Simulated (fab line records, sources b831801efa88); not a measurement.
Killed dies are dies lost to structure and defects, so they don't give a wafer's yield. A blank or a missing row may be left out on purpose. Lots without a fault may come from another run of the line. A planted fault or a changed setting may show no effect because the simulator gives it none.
fab line records | flow sky130 | part 1 of 2: steps 1 to 26 of 38
record lots=5 wafers=15 last_day=50
route steps=708 shown VIA3@591 METAL4@598 CAP2M@603
lots that met no fault: from a run of the same line without faults
start_h: hours from the record's first day to the start of the lot's first wafer shown | wait_h: hours since the lot's step before | " the same as in the row above | L1.1+2: a row that stands for several wafers | - no value, or no start given | * or withheld: withheld | < > ~ a bound
route shown NAME@n: a module of which the file shows steps, and the number in the route of the first | usual: mean/standard deviation of fault-free wafers | same: alike in all rows | chamber/n: place in a boat | sites: the reading at each site | _std_site: their standard deviation | _edge_site: outer sites' mean less inner sites' | radius_mm: how far each site lies from the wafer's centre | mask NAME#n: copy n | behind: the tool/chamber that last shaped the wafer | hold: why the lot was held/for how many hours/how that ended | device: the transistor (n, p or np) that didn't switch | end of line: the same wafers' tests at the end of the route | a step without rows: its recipe alone | killed: dies lost to structure and defects at the first sort, not the wafer's yield | map: a wafer's dies, x killed, . not, _ none there
set.NAME: the setting as run; set.NAME@STEP: as run at that earlier step | model.NAME: the simulator's own value behind a step, which no gauge read
lots at some steps of the route; a table a step, a row a wafer
services: from which hour (start_h, from the record's first day; less than 0 if before it) a tool's chamber was out of use, for how many hours, and why
## steps
# step SKY_VIA3_CLEAN_18
# recipe chemistry=IPA time_s=180 temp_c=25
# columns lot.wafer tool chamber start_h wait_h
L077.2+3+4 wet_bench-01 3 948.68 0.0
L079.2+3+4 wet_bench-01 1 962.12 0.0
L087.4+5+6 wet_bench-02 2 1014.75 0.0
L089.2+4+5 wet_bench-01 0 1031.63 0.0
L096.4+5+6 wet_bench-02 3 1080.03 0.0
# step SKY_VIA3_CLEAN_19
# recipe chemistry=O3/DIW dry=n2_spin
# columns lot.wafer tool chamber start_h wait_h
L077.2+3+4 wet_bench-04 2 948.74 0.0
L079.2+3+4 wet_bench-02 2 962.18 0.0
L087.4+5+6 wet_bench-01 1 1014.82 0.0
L089.2+4+5 wet_bench-02 1 1031.68 0.0
L096.4+5+6 wet_bench-01 2 1080.08 0.0
# step SKY_VIA3_SPUTTER_20
# recipe material=TiN target_thk_nm=20 chamber_pressure_pa=5 power_w=4000 time_s=80
# usual throttle_valve_pct=30.1/1.4
# columns lot.wafer tool chamber start_h wait_h throttle_valve_pct
L077.2 pvd_sputter-04 - 948.83 0.0 31.4
L077.3 " - " " 29.5
L077.4 " - " " 28.1
L079.2 pvd_sputter-02 - 962.27 0.0 31.7
L079.3 " - " " 28.7
L079.4 " - " " 31.2
L087.4 pvd_sputter-04 - 1014.92 0.0 29.9
L087.5 " - " " 30.0
L087.6 " - " " 29.1
L089.2 pvd_sputter-02 - 1031.78 0.0 31.0
L089.4 " - " " 31.8
L089.5 " - " " 31.5
L096.4 pvd_sputter-02 - 1080.18 0.0 31.8
L096.5 " - " " 31.7
L096.6 " - " " 28.5
# step SKY_VIA3_CVD_21
# recipe material=W target_thk_nm=390 time_s=117.31 temp_c=400 pressure_torr=40
# usual heater_power_w=888/93
# columns lot.wafer tool chamber start_h wait_h heater_power_w
L077.2 cvd_w-01 1 948.89 0.0 992
L077.3 " 0 " " 855
L077.4 " 1 " " 993
L079.2 cvd_w-02 0 962.34 0.0 739
L079.3 " 1 " " 921
L079.4 " 0 " " 745
L087.4 cvd_w-01 1 1015.02 0.1 1015
L087.5 " 1 " " 1017
L087.6 " 0 " " 882
L089.2 cvd_w-02 0 1031.84 0.0 762
L089.4 " 1 " " 921
L089.5 " 0 " " 748
L096.4 cvd_w-01 0 1080.28 0.1 894
L096.5 " 0 " " 883
L096.6 " 1 " " 1008
# step SKY_VIA3_RS_MEAS_22
# recipe thk_meas_gauge=four-point-probe reads=W_of_VIA3_CVD_21+TiN_of_VIA3_SPUTTER_20
# usual VIA3_W_RS=0.295/0.0034
# columns lot.wafer tool chamber start_h wait_h VIA3_W_RS[ohm/sq]
L077.2 film_metro-03 - 949.04 0.1 0.294
L077.3 " - " " 0.295
L077.4 " - " " 0.295
L079.2 film_metro-03 - 962.48 0.1 0.292
L079.3 " - " " 0.296
L079.4 " - " " 0.295
L087.4 film_metro-04 - 1015.16 0.1 0.293
L087.5 " - " " 0.290
L087.6 " - " " 0.294
L089.2 film_metro-04 - 1031.98 0.1 0.295
L089.4 " - " " 0.297
L089.5 " - " " 0.297
L096.4 film_metro-04 - 1080.42 0.1 0.295
L096.5 " - " " 0.295
L096.6 " - " " 0.290
# step SKY_VIA3_THK_MEAS_23
# recipe thk_meas_gauge=xrf reads=W_of_VIA3_CVD_21
# usual VIA3_W_THK=400/7.5
# columns lot.wafer tool chamber start_h wait_h VIA3_W_THK[nm]
L077.2 film_metro-03 - 949.15 0.1 405
L077.3 " - " " 403
L077.4 " - " " 399
L079.2 film_metro-03 - 962.59 0.1 408
L079.3 " - " " 401
L079.4 " - " " 406
L087.4 film_metro-04 - 1015.25 0.1 409
L087.5 " - " " 414
L087.6 " - " " 407
L089.2 film_metro-04 - 1032.09 0.1 401
L089.4 " - " " 401
L089.5 " - " " 403
L096.4 film_metro-04 - 1080.51 0.1 396
L096.5 " - " " 398
L096.6 " - " " 406
# step SKY_VIA3_CMP_24
# recipe stop_on=SiO2 t_overpolish_s=20 down_force_psi=3.5 platen_rpm=60 target_thk_nm=0 pad_velocity_m_s=0.94248
# usual edge_zone_pressure_frac=1.000/0.005 motor_current_A=11.5/0.93 overpolish_run_s=20.000/0.0078 time_to_endpoint_s=92/4.2
# columns lot.wafer tool chamber start_h wait_h edge_zone_pressure_frac motor_current_A overpolish_run_s time_to_endpoint_s
L077.3 cmp-01 2 949.25 0.1 1.007 11.2 20.015 92
L077.4 " 3 " " 1.000 10.4 20.001 94
L077.2 " 0 " " 0.992 11.8 19.990 95
L079.4 cmp-02 3 962.64 0.0 0.999 11.8 19.986 91
L079.3 " 0 " " 1.004 11.9 19.995 88
L079.2 " 1 " " 1.000 11.0 20.000 97
L087.4 cmp-02 0 1015.28 0.0 1.002 11.0 19.997 90
L087.5 " 0 " " 0.996 11.2 20.012 90
L087.6 " 1 " " 1.004 11.1 19.997 96
L089.4 cmp-02 0 1032.24 0.1 1.003 11.2 19.989 85
L089.2 " 1 " " 1.008 11.4 19.998 94
L089.5 " 3 " " 0.989 12.4 20.004 84
L096.4 cmp-02 3 1080.54 0.0 1.004 11.5 20.003 89
L096.5 " 3 " " 1.001 12.5 20.003 90
L096.6 " 0 " " 0.997 11.2 20.017 89
# step SKY_METAL4_SPUTTER_00
# recipe material=Ti target_thk_nm=15 power_w=3000 time_s=10 chamber_pressure_pa=0.4
# usual throttle_valve_pct=30.7/1.3
# columns lot.wafer tool chamber start_h wait_h throttle_valve_pct
L077.2 pvd_sputter-01 - 949.50 0.1 29.3
L077.3 " - " " 29.6
L077.4 " - " " 31.5
L079.2 pvd_sputter-01 - 962.94 0.1 29.6
L079.3 " - " " 32.8
L079.4 " - " " 31.1
L087.4 pvd_sputter-02 - 1015.58 0.2 31.6
L087.5 " - " " 31.8
L087.6 " - " " 31.2
L089.2 pvd_sputter-01 - 1032.44 0.1 32.6
L089.4 " - " " 29.7
L089.5 " - " " 31.2
L096.4 pvd_sputter-01 - 1080.84 0.2 32.6
L096.5 " - " " 29.4
L096.6 " - " " 32.5
# step SKY_METAL4_SPUTTER_01
# recipe material=TiN target_thk_nm=20 power_w=6500 time_s=16.7 chamber_pressure_pa=0.4
# usual throttle_valve_pct=30.6/1.3
# columns lot.wafer tool chamber start_h wait_h throttle_valve_pct
L077.2 pvd_sputter-01 - 949.52 0.0 29.8
L077.3 " - " " 29.8
L077.4 " - " " 31.4
L079.2 pvd_sputter-01 - 962.96 0.0 30.0
L079.3 " - " " 32.8
L079.4 " - " " 31.5
L087.4 pvd_sputter-02 - 1015.60 0.0 31.8
L087.5 " - " " 31.7
L087.6 " - " " 31.2
L089.2 pvd_sputter-01 - 1032.46 0.0 32.4
L089.4 " - " " 29.6
L089.5 " - " " 31.3
L096.4 pvd_sputter-01 - 1080.86 0.0 32.6
L096.5 " - " " 29.7
L096.6 " - " " 32.4
# step SKY_METAL4_SPUTTER_02
# recipe material=AlCu target_thk_nm=735 power_w=10600 time_s=39.1 chamber_pressure_pa=0.4
# usual throttle_valve_pct=30.6/1.3
# columns lot.wafer tool chamber start_h wait_h throttle_valve_pct
L077.2 pvd_sputter-01 - 949.54 0.0 29.7
L077.3 " - " " 29.7
L077.4 " - " " 31.1
L079.2 pvd_sputter-01 - 962.99 0.0 29.5
L079.3 " - " " 32.5
L079.4 " - " " 31.4
L087.4 pvd_sputter-02 - 1015.63 0.0 31.8
L087.5 " - " " 31.3
L087.6 " - " " 31.2
L089.2 pvd_sputter-01 - 1032.49 0.0 32.7
L089.4 " - " " 29.6
L089.5 " - " " 30.9
L096.4 pvd_sputter-01 - 1080.89 0.0 32.7
L096.5 " - " " 29.7
L096.6 " - " " 32.4
# step SKY_METAL4_SPUTTER_03
# recipe material=Ti target_thk_nm=5 power_w=2920 time_s=3.3 chamber_pressure_pa=0.4
# usual throttle_valve_pct=30.7/1.3
# columns lot.wafer tool chamber start_h wait_h throttle_valve_pct
L077.2 pvd_sputter-01 - 949.58 0.0 29.6
L077.3 " - " " 29.8
L077.4 " - " " 31.1
L079.2 pvd_sputter-01 - 963.03 0.0 29.7
L079.3 " - " " 32.7
L079.4 " - " " 31.4
L087.4 pvd_sputter-02 - 1015.67 0.0 31.8
L087.5 " - " " 31.6
L087.6 " - " " 31.3
L089.2 pvd_sputter-01 - 1032.54 0.0 33.1
L089.4 " - " " 29.7
L089.5 " - " " 30.9
L096.4 pvd_sputter-01 - 1080.93 0.0 32.5
L096.5 " - " " 29.8
L096.6 " - " " 32.4
# step SKY_METAL4_SPUTTER_04
# recipe material=TiN target_thk_nm=70 power_w=6500 time_s=58.3 chamber_pressure_pa=0.4
# usual throttle_valve_pct=30.6/1.3
# columns lot.wafer tool chamber start_h wait_h throttle_valve_pct
L077.2 pvd_sputter-01 - 949.60 0.0 29.7
L077.3 " - " " 29.7
L077.4 " - " " 31.3
L079.2 pvd_sputter-01 - 963.04 0.0 29.8
L079.3 " - " " 32.7
L079.4 " - " " 31.5
L087.4 pvd_sputter-02 - 1015.69 0.0 31.9
L087.5 " - " " 31.7
L087.6 " - " " 31.1
L089.2 pvd_sputter-01 - 1032.56 0.0 32.5
L089.4 " - " " 29.6
L089.5 " - " " 31.2
L096.4 pvd_sputter-01 - 1080.94 0.0 32.7
L096.5 " - " " 29.8
L096.6 " - " " 32.6
# step SKY_CAP2M_CVD_00
# recipe material=SiO2 target_thk_nm=15.5 temp_c=400 time_s=withheld rf_w=450
# usual heater_power_w=709/95
# columns lot.wafer tool chamber start_h wait_h heater_power_w
L077.2 pecvd-04 0 949.65 0.0 646
L077.3 " 2 " " 628
L077.4 " 0 " " 648
L079.2 pecvd-04 0 963.09 0.0 720
L079.3 " 1 " " 699
L079.4 " 2 " " 654
L087.4 pecvd-02 2 1015.75 0.0 597
L087.5 " 0 " " 885
L087.6 " 1 " " 604
L089.2 pecvd-03 2 1032.61 0.0 749
L089.4 " 1 " " 952
L089.5 " 2 " " 754
L096.4 pecvd-03 0 1081.00 0.0 688
L096.5 " 2 " " 745
L096.6 " 1 " " 765
# step SKY_CAP2M_THK_MEAS_01
# recipe reads=SiO2_of_CAP2M_CVD_00
# usual CAP2M_CVD_00_THK=15.49/0.25
# columns lot.wafer tool chamber start_h wait_h CAP2M_CVD_00_THK[nm]
L077.2 film_metro-01 - 949.68 - 15.29
L077.3 " - " " 15.26
L077.4 " - " " 15.50
L079.2 film_metro-04 - 963.12 - 15.27
L079.3 " - " " 15.55
L079.4 " - " " 15.60
L087.4 film_metro-04 - 1015.79 - 15.53
L087.5 " - " " 15.88
L087.6 " - " " 15.86
L089.2 film_metro-01 - 1032.65 - 14.96
L089.4 " - " " 15.42
L089.5 " - " " 15.34
L096.4 film_metro-01 - 1081.05 - 15.26
L096.5 " - " " 15.63
L096.6 " - " " 15.64
# step SKY_CAP2M_SPUTTER_02
# recipe material=TiN target_thk_nm=200 temp_c=300 power_w=6500 time_s=166.7 chamber_pressure_pa=0.4
# usual throttle_valve_pct=30.0/1.4
# columns lot.wafer tool chamber start_h wait_h throttle_valve_pct
L077.2 pvd_sputter-02 - 949.73 0.0 31.6
L077.3 " - " " 28.3
L077.4 " - " " 31.2
L079.2 pvd_sputter-02 - 963.17 0.0 31.2
L079.3 " - " " 31.9
L079.4 " - " " 31.6
L087.4 pvd_sputter-03 - 1015.82 0.0 29.3
L087.5 " - " " 29.4
L087.6 " - " " 28.9
L089.2 pvd_sputter-03 - 1032.70 0.0 29.4
L089.4 " - " " 29.3
L089.5 " - " " 29.0
L096.4 pvd_sputter-02 - 1081.08 0.0 31.9
L096.5 " - " " 31.8
L096.6 " - " " 30.9
# step SKY_CAP2M_RS_MEAS_03
# recipe thk_meas_gauge=four-point-probe reads=TiN_of_CAP2M_SPUTTER_02
# usual CAP2M_TIN_RS=6.91/0.078
# columns lot.wafer tool chamber start_h wait_h CAP2M_TIN_RS[ohm/sq]
L077.2 film_metro-02 - 949.86 0.1 6.98
L077.3 " - " " 6.93
L077.4 " - " " 6.95
L079.2 film_metro-04 - 963.30 0.1 6.91
L079.3 " - " " 6.90
L079.4 " - " " 6.85
L087.4 film_metro-01 - 1015.99 0.1 6.83
L087.5 " - " " 6.86
L087.6 " - " " 6.88
L089.2 film_metro-01 - 1032.83 0.1 6.96
L089.4 " - " " 6.92
L089.5 " - " " 6.80
L096.4 film_metro-02 - 1081.24 0.1 7.01
L096.5 " - " " 6.97
L096.6 " - " " 6.92
# step SKY_CAP2M_THK_MEAS_04
# recipe thk_meas_gauge=xrf reads=TiN_of_CAP2M_SPUTTER_02
# usual CAP2M_TIN_THK=197.5/2.1
# columns lot.wafer tool chamber start_h wait_h CAP2M_TIN_THK[nm]
L077.2 film_metro-02 - 949.97 0.1 197.3
L077.3 " - " " 197.9
L077.4 " - " " 197.3
L079.2 film_metro-04 - 963.41 0.1 199.4
L079.3 " - " " 198.2
L079.4 " - " " 200.2
L087.4 film_metro-01 - 1016.08 0.1 199.5
L087.5 " - " " 198.2
L087.6 " - " " 197.3
L089.2 film_metro-01 - 1032.94 0.1 194.0
L089.4 " - " " 195.3
L089.5 " - " " 198.8
L096.4 film_metro-02 - 1081.33 0.1 195.3
L096.5 " - " " 195.1
L096.6 " - " " 198.1
# step SKY_CAP2M_DEHYDRATE_05
# recipe temp_c=200 time_s=60
# usual exhaust_pa=45.1/1
# columns lot.wafer tool chamber start_h wait_h exhaust_pa
L077.2 litho_track-04 0 960.26 10.3 44.7
L077.3 " 0 " " 44.9
L077.4 " 0 " " 44.9
L079.2 litho_track-01 0 975.49 12.1 45.4
L079.3 " 0 " " 43.4
L079.4 " 0 " " 44.7
L087.4 litho_track-03 0 1026.40 10.3 46.4
L087.5 " 0 " " 45.1
L087.6 " 0 " " 45.9
L089.2 litho_track-03 0 1044.25 11.3 44.5
L089.4 " 0 " " 43.9
L089.5 " 0 " " 43.8
L096.4 litho_track-01 0 1092.34 11.0 44.2
L096.5 " 0 " " 43.2
L096.6 " 0 " " 45.9
# step SKY_CAP2M_HMDS_06
# recipe prime_time_s=60 prime_temp_c=120
# usual exhaust_pa=44.9/0.75
# columns lot.wafer tool chamber start_h wait_h exhaust_pa
L077.2 litho_track-04 0 960.41 0.1 45.0
L077.3 " 0 " " 44.6
L077.4 " 0 " " 44.5
L079.2 litho_track-01 0 975.64 0.1 43.3
L079.3 " 0 " " 43.5
L079.4 " 0 " " 44.0
L087.4 litho_track-03 0 1026.55 0.1 44.3
L087.5 " 0 " " 44.7
L087.6 " 0 " " 44.8
L089.2 litho_track-03 0 1044.40 0.1 44.6
L089.4 " 0 " " 45.3
L089.5 " 0 " " 45.1
L096.4 litho_track-01 0 1092.49 0.1 45.9
L096.5 " 0 " " 45.1
L096.6 " 0 " " 45.2
# step SKY_CAP2M_COAT_07
# recipe resist=NOVOLAK spin_rpm=3000 resist_thk_nm=1140
# usual exhaust_pa=45.1/0.81
# columns lot.wafer tool chamber start_h wait_h exhaust_pa
L077.2 litho_track-04 0 960.56 0.1 45.4
L077.3 " 0 " " 46.6
L077.4 " 0 " " 45.0
L079.2 litho_track-01 0 975.79 0.1 46.6
L079.3 " 0 " " 45.8
L079.4 " 0 " " 45.4
L087.4 litho_track-03 0 1026.70 0.1 45.4
L087.5 " 0 " " 44.5
L087.6 " 0 " " 45.2
L089.2 litho_track-03 0 1044.55 0.1 45.5
L089.4 " 0 " " 44.4
L089.5 " 0 " " 45.3
L096.4 litho_track-01 0 1092.64 0.1 43.5
L096.5 " 0 " " 44.1
L096.6 " 0 " " 45.9
# step SKY_CAP2M_SOFTBAKE_08
# recipe temp_c=90 time_s=60 resist=NOVOLAK
# usual exhaust_pa=45.0/0.86
# columns lot.wafer tool chamber start_h wait_h exhaust_pa
L077.2 litho_track-04 0 960.71 0.1 45.5
L077.3 " 0 " " 44.5
L077.4 " 0 " " 43.7
L079.2 litho_track-01 0 975.94 0.1 45.7
L079.3 " 0 " " 44.9
L079.4 " 0 " " 44.9
L087.4 litho_track-03 0 1026.85 0.1 47.1
L087.5 " 0 " " 45.6
L087.6 " 0 " " 46.0
L089.2 litho_track-03 0 1044.70 0.1 44.8
L089.4 " 0 " " 44.8
L089.5 " 0 " " 44.8
L096.4 litho_track-01 0 1092.79 0.1 45.4
L096.5 " 0 " " 45.4
L096.6 " 0 " " 45.5
# step SKY_CAP2M_EXPOSE_09
# recipe mask_id=CAP2M na=0.6 source_shape=conventional sigma_outer=0.6 polarization=unpolarized target_cd_nm=1000 dose_mj=159
# columns lot.wafer tool chamber start_h wait_h mask
L077.2+3+4 iline_stepper-01 0 - - CAP2M#0
L079.2+3+4 iline_stepper-02 0 - - CAP2M#0
L087.4+5+6 iline_stepper-01 0 - - CAP2M#0
L089.2+4+5 iline_stepper-01 0 - - CAP2M#0
L096.4+5+6 iline_stepper-02 0 - - CAP2M#0
# step SKY_CAP2M_PEB_10
# recipe temp_c=withheld time_s=* resist=NOVOLAK
# usual exhaust_pa=44.8/1
# columns lot.wafer tool chamber start_h wait_h exhaust_pa
L077.2 litho_track-04 0 - - 45.0
L077.3 " 0 " " 43.9
L077.4 " 0 " " 44.6
L079.2 litho_track-04 0 - - 46.4
L079.3 " 0 " " 45.4
L079.4 " 0 " " 46.6
L087.4 litho_track-04 0 - - 43.5
L087.5 " 0 " " 43.3
L087.6 " 0 " " 44.1
L089.2 litho_track-03 0 - - 44.9
L089.4 " 0 " " 45.3
L089.5 " 0 " " 45.5
L096.4 litho_track-03 0 - - 42.8
L096.5 " 0 " " 43.0
L096.6 " 0 " " 42.8
# step SKY_CAP2M_DEVELOP_11
# recipe resist=NOVOLAK developer=TMAH develop_time_s=60 dev_temp_c=23
# usual exhaust_pa=44.8/0.9
# columns lot.wafer tool chamber start_h wait_h exhaust_pa
L077.2 litho_track-04 0 973.26 0.1 43.6
L077.3 " 0 " " 43.6
L077.4 " 0 " " 43.7
L079.2 litho_track-04 0 986.21 0.1 44.8
L079.3 " 0 " " 45.2
L079.4 " 0 " " 44.8
L087.4 litho_track-04 0 1038.86 0.1 45.7
L087.5 " 0 " " 44.7
L087.6 " 0 " " 43.9
L089.2 litho_track-03 0 1054.30 0.1 45.4
L089.4 " 0 " " 44.2
L089.5 " 0 " " 45.8
L096.4 litho_track-03 0 1101.50 0.1 45.0
L096.5 " 0 " " 43.6
L096.6 " 0 " " 43.6
# step SKY_CAP2M_OVL_MEAS_12
# usual CAP2M_OVL=0.5/1.3
# columns lot.wafer tool chamber start_h wait_h CAP2M_OVL[nm]
L077.2 overlay-02 - 973.39 0.1 3.4
L077.3 " - " " 1.5
L077.4 " - " " 1.7
L079.2 overlay-02 - 986.34 0.1 -1.3
L079.3 " - " " -0.4
L079.4 " - " " 0.5
L087.4 overlay-02 - 1038.95 0.1 1.0
L087.5 " - " " 3.5
L087.6 " - " " 1.9
L089.2 overlay-01 - 1054.43 0.1 2.1
L089.4 " - " " 2.4
L089.5 " - " " 0.8
L096.4 overlay-01 - 1101.59 0.1 -0.2
L096.5 " - " " 0.3
L096.6 " - " " -1.9
# step SKY_CAP2M_METAL_ETCH_13
# recipe target_depth_nm=220 stop_on=SiO2 chemistry=Cl2/BCl3 target=TiN pressure_mtorr=10 icp_w=867.5 bias_w=48.5 Cl2_flow_sccm=60 bcl3_flow_sccm=30 time_s=62.9
# usual chamber_pressure_mTorr=10.000/0.0088 drypump_motor_current_A=5.7/0.61 oes_product_au=0.941/0.0071 throttle_valve_pct=21.902/0.01
# columns lot.wafer tool chamber start_h wait_h chamber_pressure_mTorr drypump_motor_current_A oes_product_au rf_hours_counter_h throttle_valve_pct
L077.2 rie_metal-04 1 973.42 0.0 9.994 5.9 0.934 14 21.915
L077.3 " 1 " " 9.996 5.9 0.935 - 21.889
L077.4 " 0 " " 10.000 6.7 0.943 - 21.906
L079.2 rie_metal-01 0 986.37 0.0 10.001 5.8 0.946 14 21.897
L079.3 " 1 " " 9.992 5.0 0.941 - 21.903
L079.4 " 0 " " 10.003 5.8 0.951 - 21.898
L087.4 rie_metal-03 0 1039.00 0.0 10.004 4.9 0.942 - 21.893
L087.5 " 1 " " 10.000 5.4 0.944 - 21.915
L087.6 " 0 " " 9.986 4.9 0.946 - 21.886
L089.2 rie_metal-04 1 1054.46 0.0 9.996 5.9 0.935 19 21.909
L089.4 " 0 " " 10.002 6.7 0.952 - 21.895
L089.5 " 0 " " 9.983 6.7 0.953 - 21.905
L096.4 rie_metal-04 0 1101.64 0.0 9.998 6.7 0.941 - 21.902
L096.5 " 1 " " 9.984 5.9 0.933 - 21.898
L096.6 " 0 " " 10.011 6.7 0.936 - 21.909
